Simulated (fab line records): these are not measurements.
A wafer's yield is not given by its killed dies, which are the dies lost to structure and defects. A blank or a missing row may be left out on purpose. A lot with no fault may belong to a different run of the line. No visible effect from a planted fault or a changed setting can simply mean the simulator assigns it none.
Which tool did it? :: flow gf180mcu :: 12 lots with 36 wafers sampled at 3 steps, on a route of 602 steps

## WHAT THE GAUGES SHOWED, per wafer
GF_V5_THK_MEAS_03.
lot: L341
measured: day 26 12:26
on: film metro-04
V5_CVD_02_THK (nm): 1460 1477 1496

lot: L342
measured: day 26 19:34
on: film metro-02
V5_CVD_02_THK (nm): 1401 1439 1440

lot: L343
measured: day 27 08:20
on: film metro-02
V5_CVD_02_THK (nm): 1439 1442 1456

lot: L345
measured: day 27 18:56
on: film metro-04
V5_CVD_02_THK (nm): 1417 1432 1473

lot: L347
measured: day 28 15:41
on: film metro-01
V5_CVD_02_THK (nm): 1412 1461 1435

lot: L348
measured: day 28 20:32
on: film metro-02
V5_CVD_02_THK (nm): 1411 1454 1462

lot: L349
measured: day 28 22:51
on: film metro-04
V5_CVD_02_THK (nm): 1421 1503 1453

lot: L352
measured: day 29 22:06
on: film metro-02
V5_CVD_02_THK (nm): 1472 1469 1443

lot: L353
measured: day 30 02:04
on: film metro-02
V5_CVD_02_THK (nm): 1419 1396 1464

lot: L354
measured: day 30 08:11
on: film metro-04
V5_CVD_02_THK (nm): 1449 1430 1448

lot: L357
measured: day 31 07:17
on: film metro-01
V5_CVD_02_THK (nm): 1439 1448 1473

lot: L364
measured: day 33 00:57
on: film metro-02
V5_CVD_02_THK (nm): 1474 1490 1461

## TOOL THAT RAN EACH LOT (tool first, then ch and the chambers of the sampled wafers, then the start)
lot: L341
GF_V4_CMP_26: cmp-01 ch 1,2, day 24 14:58
GF_MIM_SPUTTER_02: pvd sputter-03, day 24 15:20

lot: L342
GF_V4_CMP_26: cmp-02 ch 1,2,3, day 24 23:48
GF_MIM_SPUTTER_02: pvd sputter-04, day 25 00:14

lot: L343
GF_V4_CMP_26: cmp-02 ch 2,3, day 25 12:21
GF_MIM_SPUTTER_02: pvd sputter-04, day 25 12:44

lot: L345
GF_V4_CMP_26: cmp-02 ch 1,3, day 26 00:12
GF_MIM_SPUTTER_02: pvd sputter-03, day 26 00:35

lot: L347
GF_V4_CMP_26: cmp-01 ch 2,3, day 26 22:34
GF_MIM_SPUTTER_02: pvd sputter-01, day 26 22:57

lot: L348
GF_V4_CMP_26: cmp-02 ch 0,1,3, day 27 03:46
GF_MIM_SPUTTER_02: pvd sputter-03, day 27 04:11

lot: L349
GF_V4_CMP_26: cmp-01 ch 1,2,3, day 27 05:13
GF_MIM_SPUTTER_02: pvd sputter-03, day 27 05:39

lot: L352
GF_V4_CMP_26: cmp-01 ch 0,1,3, day 28 06:52
GF_MIM_SPUTTER_02: pvd sputter-01, day 28 07:08

lot: L353
GF_V4_CMP_26: cmp-01 ch 1,3, day 28 09:57
GF_MIM_SPUTTER_02: pvd sputter-01, day 28 10:20

lot: L354
GF_V4_CMP_26: cmp-02 ch 0,1,3, day 28 16:29
GF_MIM_SPUTTER_02: pvd sputter-04, day 28 16:46

lot: L357
GF_V4_CMP_26: cmp-02 ch 1,2,3, day 29 16:43
GF_MIM_SPUTTER_02: pvd sputter-01, day 29 17:05

lot: L364
GF_V4_CMP_26: cmp-01 ch 2,3, day 31 12:49
GF_MIM_SPUTTER_02: pvd sputter-03, day 31 13:12
- GF_V4_CMP_26: polishes, stops on SiO2, t overpolish 15 s, target thk 0 nm.
- GF_MIM_SPUTTER_02: material AlCu, target thk 450 nm, time 23.9 s.

## AS READ BY THE TOOLS THEMSELVES (means over the sampled wafers that have a number; for cases with no such wafer, the mark the record gives instead)
GF_V4_CMP_26.
lot: L341
tool: cmp-01
motor current A (A): 11.8
overpolish run s (s): 15.007
time to endpoint s (s): 89

lot: L342
tool: cmp-02
motor current A (A): 11.4
overpolish run s (s): 15.001
time to endpoint s (s): 79

lot: L343
tool: cmp-02
motor current A (A): 10.1
overpolish run s (s): 15.003
time to endpoint s (s): 79

lot: L345
tool: cmp-02
motor current A (A): 12.7
overpolish run s (s): 14.986
time to endpoint s (s): 85

lot: L347
tool: cmp-01
motor current A (A): 11.8
overpolish run s (s): 15.000
time to endpoint s (s): 90

lot: L348
tool: cmp-02
motor current A (A): 11.3
overpolish run s (s): 14.994
time to endpoint s (s): 82

lot: L349
tool: cmp-01
motor current A (A): 11.5
overpolish run s (s): 14.995
time to endpoint s (s): 89

lot: L352
tool: cmp-01
motor current A (A): 10.9
overpolish run s (s): 14.996
time to endpoint s (s): 89

lot: L353
tool: cmp-01
motor current A (A): 11.1
overpolish run s (s): 15.000
time to endpoint s (s): 86

lot: L354
tool: cmp-02
motor current A (A): 11.5
overpolish run s (s): 15.000
time to endpoint s (s): 86

lot: L357
tool: cmp-02
motor current A (A): 11.1
overpolish run s (s): 15.008
time to endpoint s (s): 83

lot: L364
tool: cmp-01
motor current A (A): 12.0
overpolish run s (s): 14.995
time to endpoint s (s): 86

GF_MIM_SPUTTER_02.
lot: L341
tool: pvd sputter-03
chamber pressure pa (Pa): 0.4004
throttle valve pct (%): 29.6

lot: L342
tool: pvd sputter-04
chamber pressure pa (Pa): 0.4001
throttle valve pct (%): 29.7

lot: L343
tool: pvd sputter-04
chamber pressure pa (Pa): 0.3991
throttle valve pct (%): 29.5

lot: L345
tool: pvd sputter-03
chamber pressure pa (Pa): 0.4001
throttle valve pct (%): 29.4

lot: L347
tool: pvd sputter-01
chamber pressure pa (Pa): 0.4006
throttle valve pct (%): 29.8

lot: L348
tool: pvd sputter-03
chamber pressure pa (Pa): 0.4007
throttle valve pct (%): 29.8

lot: L349
tool: pvd sputter-03
chamber pressure pa (Pa): 0.3993
throttle valve pct (%): 29.8

lot: L352
tool: pvd sputter-01
chamber pressure pa (Pa): 0.3995
throttle valve pct (%): 29.8

lot: L353
tool: pvd sputter-01
chamber pressure pa (Pa): 0.4001
throttle valve pct (%): 29.6

lot: L354
tool: pvd sputter-04
chamber pressure pa (Pa): 0.3995
throttle valve pct (%): 29.8

lot: L357
tool: pvd sputter-01
chamber pressure pa (Pa): 0.3996
throttle valve pct (%): 30.2

lot: L364
tool: pvd sputter-03
chamber pressure pa (Pa): 0.4005
throttle valve pct (%): 29.7

## THE ANSWER, worked out from the rows above alone
Rule: what is usual is taken from the lots themselves. The widest of any qualifying gaps counts: lots, ordered by their means at a reading, are off when they make up no more than a third of the lots, leave a main group of 4 or more, and stand apart from it by 3 or more times the standard deviation of that group's means. The tables above print the reading to a certain number of digits; a main group whose means all agree to those digits is not used. A lot without any number at a reading at which 4 lots or more have one is off too. All remaining lots with rows at the step are treated as sound. The gauges are gone through in route order, then the tools' own readings, and for those a lot's mean is taken as printed above. The first step at which some lot is off is used, and at that step the reading that is off furthest; a lot without a number counts as furthest.
Across all readings shown, no lot is off: no conclusion can be drawn from this.

## WHAT THE SIMULATOR HAD INSERTED
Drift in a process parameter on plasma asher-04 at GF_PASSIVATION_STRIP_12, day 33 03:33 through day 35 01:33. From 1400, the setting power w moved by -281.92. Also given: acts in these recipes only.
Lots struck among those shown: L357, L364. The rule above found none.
